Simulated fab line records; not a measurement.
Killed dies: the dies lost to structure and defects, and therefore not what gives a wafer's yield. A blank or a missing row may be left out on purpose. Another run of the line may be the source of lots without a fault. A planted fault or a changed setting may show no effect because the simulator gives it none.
Which of the tools did it? | flow sky130 | 33 wafers from 11 lots sampled at 4 of the route's 708 steps

== WHAT EACH GAUGE READ, for each wafer ==
SKY_FIELD_ISO_CD_MEAS_13: target cd 150 nm.
lot  | measured    | on        | cd nm (nm)
L598 | day 2 19:17 | cd sem-01 | 152.8 153.4 152.0
L599 | day 3 02:50 | cd sem-01 | 148.9 150.1 150.3
L602 | day 3 15:49 | cd sem-01 | 148.9 149.1 150.4
L605 | day 4 09:04 | cd sem-02 | 151.9 151.7 151.0
L606 | day 4 13:50 | cd sem-01 | 150.6 149.7 151.4
L607 | day 4 17:56 | cd sem-01 | 149.9 150.8 150.5
L609 | day 5 04:55 | cd sem-02 | 150.1 148.7 148.2
L610 | day 5 10:47 | cd sem-01 | 151.1 149.6 151.1
L611 | day 5 16:22 | cd sem-02 | 151.1 149.2 149.6
L613 | day 6 03:00 | cd sem-02 | 152.3 152.6 152.1
L618 | day 7 05:06 | cd sem-02 | 150.7 151.6 150.9

SKY_NWELL_THK_MEAS_02.
lot  | measured    | on            | NWELL_OXIDATION_THK (nm)
L598 | day 3 03:23 | film metro-03 | 9.91 9.94 9.92
L599 | day 3 10:04 | film metro-03 | 9.93 9.81 9.99
L602 | day 3 21:56 | film metro-03 | 9.76 9.92 9.78
L605 | day 4 23:41 | film metro-03 | 9.88 9.53 9.73
L606 | day 5 02:35 | film metro-03 | 3.26 3.24 3.46
L607 | day 5 03:59 | film metro-03 | 3.55 3.27 3.26
L609 | day 5 13:19 | film metro-04 | 10.05 10.11 10.10
L610 | day 5 17:54 | film metro-03 | 9.89 9.95 9.95
L611 | day 5 23:45 | film metro-03 | 10.24 9.97 9.96
L613 | day 6 09:28 | film metro-01 | 9.86 9.86 9.77
L618 | day 7 12:56 | film metro-04 | 10.13 10.06 10.09

== WHICH TOOL RAN EACH LOT (tool, then ch and the chambers of the sampled wafers, then the start) ==
lot  | SKY_FIELD_ISO_ETCH_17           | SKY_NWELL_OXIDATION_01
L598 | rie si-02 ch 1,2,3, day 2 19:36 | furnace-02 ch 0, day 3 01:59
L599 | rie si-02 ch 0,3, day 3 03:05   | furnace-02 ch 0, day 3 08:38
L602 | rie si-02 ch 0,2, day 3 16:08   | furnace-02 ch 0, day 3 20:32
L605 | rie si-01 ch 0,2,3, day 4 09:23 | furnace-02 ch 0, day 4 22:17
L606 | rie si-02 ch 0,1,2, day 4 14:08 | furnace-02 ch 0, day 5 01:11
L607 | rie si-01 ch 0,2,3, day 4 18:14 | furnace-02 ch 0, day 5 02:35
L609 | rie si-01 ch 1,3, day 5 05:15   | furnace-01 ch 0, day 5 11:54
L610 | rie si-02 ch 0,1, day 5 11:05   | furnace-01 ch 0, day 5 16:30
L611 | rie si-01 ch 1,2, day 5 16:41   | furnace-01 ch 0, day 5 22:22
L613 | rie si-01 ch 0,1,2, day 6 03:18 | furnace-01 ch 0, day 6 08:04
L618 | rie si-02 ch 1,2,3, day 7 05:24 | furnace-01 ch 0, day 7 11:31
- SKY_FIELD_ISO_ETCH_17: etches Si in HBr/Cl2/O2, target depth 342 nm, time 97.7 s.
- SKY_NWELL_OXIDATION_01: stabilise 600 s, purge 300 s, target thk 10 nm.

== AS READ BY THE TOOLS THEMSELVES (means over the sampled wafers that have a number; for cases with no such wafer, the mark the record gives instead) ==
SKY_FIELD_ISO_ETCH_17.
lot  | tool      | drypump motor current A (A) | oes product au (a.u.) | throttle valve pct (%)
L598 | rie si-02 | 5.7                         | 0.988                 | 25.661
L599 | rie si-02 | 5.8                         | 0.999                 | 25.665
L602 | rie si-02 | 5.9                         | 1.005                 | 25.655
L605 | rie si-01 | 6.1                         | 1.009                 | 25.651
L606 | rie si-02 | 5.6                         | 0.999                 | 25.649
L607 | rie si-01 | 6.1                         | 1.002                 | 25.660
L609 | rie si-01 | 5.7                         | 0.999                 | 25.655
L610 | rie si-02 | 5.4                         | 1.002                 | 25.658
L611 | rie si-01 | 5.9                         | 0.996                 | 25.648
L613 | rie si-01 | 6.1                         | 0.997                 | 25.654
L618 | rie si-02 | 5.7                         | 0.993                 | 25.659

SKY_NWELL_OXIDATION_01.
lot  | tool       | spike tc bottom C (C) | spike tc centre C (C) | spike tc lower C (C) | spike tc top C (C) | spike tc upper C (C) | tube center temp C (C) | tube_center_temp_C_max | zone power lower pct (%) | zone power top pct (%) | zone power upper pct (%)
L598 | furnace-02 | 918.7                 | 900.4                 | 900.8                | 915.0              | 899.4                | 900                    | 902.3                  | 18.16                    | 29.0                   | 17.92
L599 | furnace-02 | 918.7                 | 901.5                 | 901.0                | 915.1              | 898.8                | 900                    | 902.3                  | 18.30                    | 29.0                   | 17.98
L602 | furnace-02 | 919.8                 | 900.2                 | 901.2                | 914.8              | 899.2                | 900                    | 902.3                  | 18.05                    | 29.1                   | 17.98
L605 | furnace-02 | 919.1                 | 900.3                 | 901.3                | 915.1              | 900.3                | 900                    | 902.3                  | 18.14                    | 29.1                   | 17.75
L606 | furnace-02 | 834.4                 | 816.5                 | 816.6                | 832.9              | 814.4                | 816                    | 818.7                  | 14.71                    | 25.0                   | 14.76
L607 | furnace-02 | 834.4                 | 816.5                 | 817.4                | 832.2              | 815.4                | 816                    | 817.9                  | 14.65                    | 24.9                   | 14.67
L609 | furnace-01 | 920.1                 | 900.9                 | 899.8                | 913.7              | 900.2                | 900                    | 902.2                  | 18.40                    | 30.0                   | 17.64
L610 | furnace-01 | 921.5                 | 900.3                 | 899.6                | 914.2              | 900.0                | 900                    | 902.3                  | 18.24                    | 30.1                   | 17.65
L611 | furnace-01 | 921.3                 | 901.3                 | 900.4                | 913.5              | 900.7                | 900                    | 902.6                  | 18.41                    | 30.0                   | 17.65
L613 | furnace-01 | 921.1                 | 900.8                 | 901.3                | 913.7              | 900.4                | 900                    | 902.5                  | 18.39                    | 30.0                   | 17.75
L618 | furnace-01 | 920.3                 | 900.6                 | 901.1                | 914.5              | 899.5                | 900                    | 902.2                  | 18.29                    | 29.9                   | 17.71

== THE ANSWER, worked out from the rows above alone ==
Rule: the lots themselves supply what counts as usual. The widest of any qualifying gaps counts: lots, ordered by their means at a reading, are off when they make up no more than a third of the lots, leave a main group of 4 or more, and stand apart from it by 3 or more times the standard deviation of that group's means. If all means in a main group match to the digits the tables above print for the reading, that group is not used. A lot without any number at a reading at which 4 lots or more have one is off too. Any other lot the step has rows for is counted as sound. After the gauges, taken in route order, come the tools' own readings; for these a lot's mean is taken, as printed above. At the first step where some lot is off, the reading lying furthest off is the one used; lots without a number count as furthest.
Off: L606, L607, seen at SKY_NWELL_THK_MEAS_02 (NWELL_OXIDATION_THK). Mean 9.93 nm and standard deviation 0.12 in the main group.
If a tool, at a process step before that reading, ran all the lots that are off and no sound lot after the first of them, it fits. The gauges at SKY_NWELL_THK_MEAS_02 aren't tried: what is off there is off at SKY_NWELL_OXIDATION_01 too, on other tools, and a gauge's error can't cause that. One fits: furnace-02 at SKY_NWELL_OXIDATION_01. A fault onset in the window from L605 (day 4 22:17, its last sound lot) to L606 (day 5 01:11, its first lot off) fits.
The tool's own readings at SKY_NWELL_OXIDATION_01 bear it out: on the lots that are off they differ by more than 5 times the standard deviation of the sound lots' means. spike tc bottom C reads 834.4 C there against 920.1 C on the sound lots; spike tc centre C reads 816.5 C there against 900.7 C on the sound lots; spike tc lower C reads 817.0 C there against 900.7 C on the sound lots; spike tc top C reads 832.5 C there against 914.4 C on the sound lots; spike tc upper C reads 814.9 C there against 899.8 C on the sound lots; tube center temp C reads 816 C there against 900 C on the sound lots; tube_center_temp_C_max reads 818.3 there against 902.3 on the sound lots; zone power lower pct reads 14.68 % there against 18.26 % on the sound lots; zone power top pct reads 24.9 % there against 29.6 % on the sound lots; zone power upper pct reads 14.71 % there against 17.78 % on the sound lots.

== WHAT WAS PUT IN BY THE SIMULATOR ==
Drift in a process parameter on furnace-02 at SKY_NWELL_OXIDATION_01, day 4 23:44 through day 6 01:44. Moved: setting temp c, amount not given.
Shown lots that were struck: L606, L607. Same finding as the rule above.
